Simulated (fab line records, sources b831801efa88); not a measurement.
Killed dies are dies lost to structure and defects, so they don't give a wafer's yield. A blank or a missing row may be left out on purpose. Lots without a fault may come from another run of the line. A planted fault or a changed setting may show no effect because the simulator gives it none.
A struck lot beside a sound one | flow sky130 | 23 steps out of a route of 708
Sound: wafers L746.1, L746.2, L746.5. Struck: wafers L755.1, L755.5, L755.6. The cause comes at the end.
At each step with rows: each side's tool, then ch and its chambers, then its first start. Under that, the readings that differ: sound wafers | struck wafers | difference of the means | sigmas: that difference in standard deviations of wafers without a fault.
alike: readings whose means differ by less than 2 such deviations, and words and numbers that are the same on both sides. not compared: withheld readings, readings that some wafer has no value for, bounds like >300 that may hide the same value, and numbers for which the record gives no deviation and whose values overlap.
The two part at a step that has a row with sigmas, a row that says differs or no value, or rows on one side only. Numbers that don't overlap but have no deviation are shown without sigmas and don't part them. A reading that every wafer of one side lacks parts them only if that side has two wafers or more.

SKY_LOCAL_INTERCONNECT_STRIP_15: strips in O2/N2.
  sound on plasma_asher-04 ch 0,1, day 32 07:55; struck on plasma_asher-01 ch 0,1, day 35 08:39
  alike: drypump_motor_current_A, oes_product_au, strip_time_to_endpoint_s
  not compared: rf_hours_counter_h
then, 3 steps without rows for these wafers: SKY_LOCAL_INTERCONNECT_STRIP_16 (strips in post etch residue remover, time 1200 s); SKY_LOCAL_INTERCONNECT_CLEAN_17 (cleans in IPA, time 180 s); SKY_LOCAL_INTERCONNECT_CLEAN_18 (cleans in O3/DIW).
SKY_CONTACT_CVD_00: deposits Si3N4, target thk 75 nm.
  sound on pecvd-01 ch 0,1,2, day 32 08:33; struck on pecvd-01 ch 0,1,2, day 35 09:18
  alike: heater_power_outer_w, heater_power_w
SKY_CONTACT_THK_MEAS_01:
  sound on film_metro-02, day 32 08:35; struck on film_metro-02, day 35 09:20
  alike: CONTACT_CVD_00_THK
then, 1 step without rows for these wafers: SKY_CONTACT_HDPCVD_02 (deposits SiO2, target thk 565 nm, time 94.2 s).
SKY_CONTACT_THK_MEAS_03:
  sound on film_metro-03, day 32 08:43; struck on film_metro-01, day 35 09:28
  alike: CONTACT_HDPCVD_THK
SKY_CONTACT_CMP_04: polishes SiO2.
  sound on cmp-02 ch 2,3, day 32 08:47; struck on cmp-02 ch 0,1, day 35 09:34
  alike: head_pressure_psi, motor_current_A, slurry_flow_ml_min, time_to_endpoint_s
SKY_CONTACT_BOW_MEAS_05:
  sound on film_metro-03, day 32 09:05; struck on film_metro-03, day 35 09:49
  alike: CONTACT_BOW
then, 2 steps without rows for these wafers: SKY_CONTACT_DEHYDRATE_06 (time 60 s); SKY_CONTACT_HMDS_07 (prime time 60 s).
SKY_CONTACT_COAT_08: resist thk 60 nm.
  sound on litho_track-03 ch 0, day 32 22:35; struck on litho_track-03 ch 0, day 35 22:08
  reading              | sound                | struck               | difference | sigmas
  spin_speed_rpm (rpm) | 2998.0 2999.4 3000.3 | 2669.0 2671.4 2669.1 | -329.4     | -99 or more
  alike: exhaust_pa
then, 5 steps without rows for these wafers: SKY_CONTACT_COAT_09 (resist thk 450 nm); SKY_CONTACT_SOFTBAKE_10 (time 90 s); SKY_CONTACT_EXPOSE_11 (exposes mask CTM1, target cd 170 nm); SKY_CONTACT_PEB_12; SKY_CONTACT_DEVELOP_13 (develop time 60 s).
SKY_CONTACT_CD_MEAS_14: target cd 170 nm.
  sound on cd_sem-01, day 33 12:26; struck on cd_sem-01, day 36 11:55
  alike: cd_nm
SKY_CONTACT_OVL_MEAS_15:
  sound on overlay-02, day 33 12:34; struck on overlay-02, day 36 12:02
  alike: CONTACT_OVL
SKY_CONTACT_ETCH_16: etches BARC in N2/H2, stops on SiO2, time 45.9 s, target depth 60 nm.
  sound on rie_diel-02 ch 0,2, day 33 12:36; struck on rie_diel-02 ch 1,3, day 36 12:04
  reading                  | sound             | struck            | difference | sigmas
  oes_product_au (a.u.)    | 0.854 0.849 0.858 | 0.876 0.879 0.880 | +0.025     | +5
  model.etch.depth_nm (nm) | 60.15 60.01 60.21 | 63.51 63.69 63.69 | +3.51      |
  alike: drypump_motor_current_A, throttle_valve_pct
  not compared: rf_hours_counter_h
SKY_CONTACT_ETCH_17: etches SiO2 in C4F8/O2/Ar, stops on Si3N4, target depth 340 nm.
  sound on rie_diel-02 ch 0,2, day 33 12:38; struck on rie_diel-02 ch 1,3, day 36 12:07
  alike: oes_product_au
-- the record jumps here: 13 days lie between the struck wafers' starts before and after (it left off in module CONTACT and takes up again in module PAD_OPEN, whose first step shown is number 708 of the route) --
SKY_PAD_OPEN_PROBE_99:
  sound on prober-01, day 47 07:26; struck on prober-01, day 49 09:15
  alike: killed_at_M0_to_M3, killed_at_M4_up, killed_at_contacts, killed_at_front_end, killed_at_other, killed_dies, killed_open, killed_short

WHERE THEY PART
First at SKY_CONTACT_COAT_08; last, within this record, at SKY_CONTACT_ETCH_16. Later steps at which nothing parts them and some readings are alike: SKY_CONTACT_ETCH_17, SKY_PAD_OPEN_PROBE_99.

WHY: what the simulator had put in
Process parameter drift: litho_track-03, from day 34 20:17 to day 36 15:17, at SKY_CONTACT_COAT_08. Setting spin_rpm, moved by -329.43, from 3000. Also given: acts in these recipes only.
